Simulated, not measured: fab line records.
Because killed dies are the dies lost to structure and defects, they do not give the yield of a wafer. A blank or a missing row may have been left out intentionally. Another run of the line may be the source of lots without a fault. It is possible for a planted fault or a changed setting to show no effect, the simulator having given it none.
Check for tools in common -- flow sky130 -- Sample size 15 lots and 45 wafers

## WHY IT WAS OPENED
SKY_VIA1_THK_MEAS_01, reading VIA1_HDPCVD_THK: flagged on 3 of 15 lots. Wafers without a fault read 1022 nm, standard deviation 9.9.
Rule: a lot is flagged when every wafer of it that has a number lies more than 4 standard deviations from that mean, or none has a number. All remaining lots are regarded as sound.

lot,measured,on,"VIA1_HDPCVD_THK (nm), wafer by wafer",flag
L176,day 33 02:38,filmMetro-02,1023 1029 1026,
L177,day 33 13:33,filmMetro-02,1020 1014 1029,
L178,day 33 13:49,filmMetro-03,1020 1015 1009,
L179,day 33 19:41,filmMetro-04,1023 1029 1013,
L180,day 34 05:57,filmMetro-04,1025 1034 1031,
L182,day 35 02:10,filmMetro-04,1011 1027 1019,
L184,day 35 10:52,filmMetro-03,1015 1029 1031,
L186,day 36 03:16,filmMetro-04,1006 1033 1020,
L187,day 36 16:48,filmMetro-04,1017 1016 1021,
L190,day 37 06:04,filmMetro-04,1008 1031 1014,
L192,day 38 02:04,filmMetro-04,957 970 962,FLAGGED
L193,day 38 08:55,filmMetro-04,949 973 953,FLAGGED
L194,day 38 18:12,filmMetro-03,959 950 968,FLAGGED
L197,day 39 08:17,filmMetro-02,1039 1036 1053,
L199,day 39 22:18,filmMetro-02,1042 1024 1016,
The mean of the flagged lots' numbers is 960 nm, -62 nm from the usual (-6 standard deviations).

## EACH LOT AND THE TOOL IT RAN ON
The record holds 1 process step before the reading, out of a route of 708 steps. Cell contents, in order: the tool; ch with the chambers the sampled wafers went through; the start.
lot,flag,SKY_VIA1_HDPCVD_00
L176,,"hdpcvd-02 ch 0,2, day 33 02:31"
L177,,"hdpcvd-02 ch 0,1, day 33 13:25"
L178,,"hdpcvd-02 ch 0,1, day 33 13:39"
L179,,"hdpcvd-02 ch 0,1,2, day 33 19:34"
L180,,"hdpcvd-02 ch 0,2, day 34 05:50"
L182,,"hdpcvd-02 ch 0,1,2, day 35 02:04"
L184,,"hdpcvd-02 ch 0,1, day 35 10:45"
L186,,"hdpcvd-02 ch 0,1,2, day 36 03:09"
L187,,"hdpcvd-01 ch 0,2, day 36 16:40"
L190,,"hdpcvd-02 ch 0,1,2, day 37 05:57"
L192,FLAGGED,"hdpcvd-02 ch 0,2, day 38 01:56"
L193,FLAGGED,"hdpcvd-02 ch 1,2, day 38 08:49"
L194,FLAGGED,"hdpcvd-02 ch 0,1,2, day 38 18:05"
L197,,"hdpcvd-01 ch 0,1,2, day 39 08:10"
L199,,"hdpcvd-01 ch 0,2, day 39 22:11"
What is done by these steps:
- SKY_VIA1_HDPCVD_00: deposits SiO2, target thk 1030 nm, time 171.7 s.
- SKY_VIA1_THK_MEAS_01

## FLAGGED AGAINST TOTAL, ONE TOOL AT A TIME (gauges that did the reading follow at the end)
step,tool,lots run,flagged,share of the flagged lots,sound lots run after its first flagged lot
SKY_VIA1_HDPCVD_00,hdpcvd-01,3,0,none,-
SKY_VIA1_HDPCVD_00,hdpcvd-02,12,3,all,0
SKY_VIA1_THK_MEAS_01,filmMetro-02,4,0,none,-
SKY_VIA1_THK_MEAS_01,filmMetro-03,3,1,some,0
SKY_VIA1_THK_MEAS_01,filmMetro-04,8,2,some,0

## THE TABLE: WHAT IT ALLOWS
All flagged lots share 1 row of the table, namely hdpcvd-02 at SKY_VIA1_HDPCVD_00.
- hdpcvd-02 at SKY_VIA1_HDPCVD_00: 3 of its 12 lots flagged. It ran its last sound lot, L190, at day 37 05:57 and its first flagged lot, L192, at day 38 01:56: a fault with its onset between the two fits. Its own readings lie more than 4 standard deviations out on every wafer of the flagged lots: runLengthS.
Just one tool remains: hdpcvd-02 at SKY_VIA1_HDPCVD_00.

## WHAT THE SIMULATOR PUT IN
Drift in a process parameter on hdpcvd-02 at SKY_VIA1_HDPCVD_00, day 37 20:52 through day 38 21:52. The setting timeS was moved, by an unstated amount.
Struck lots among those shown: L192, L193, L194. The rule given above showed the same thing.
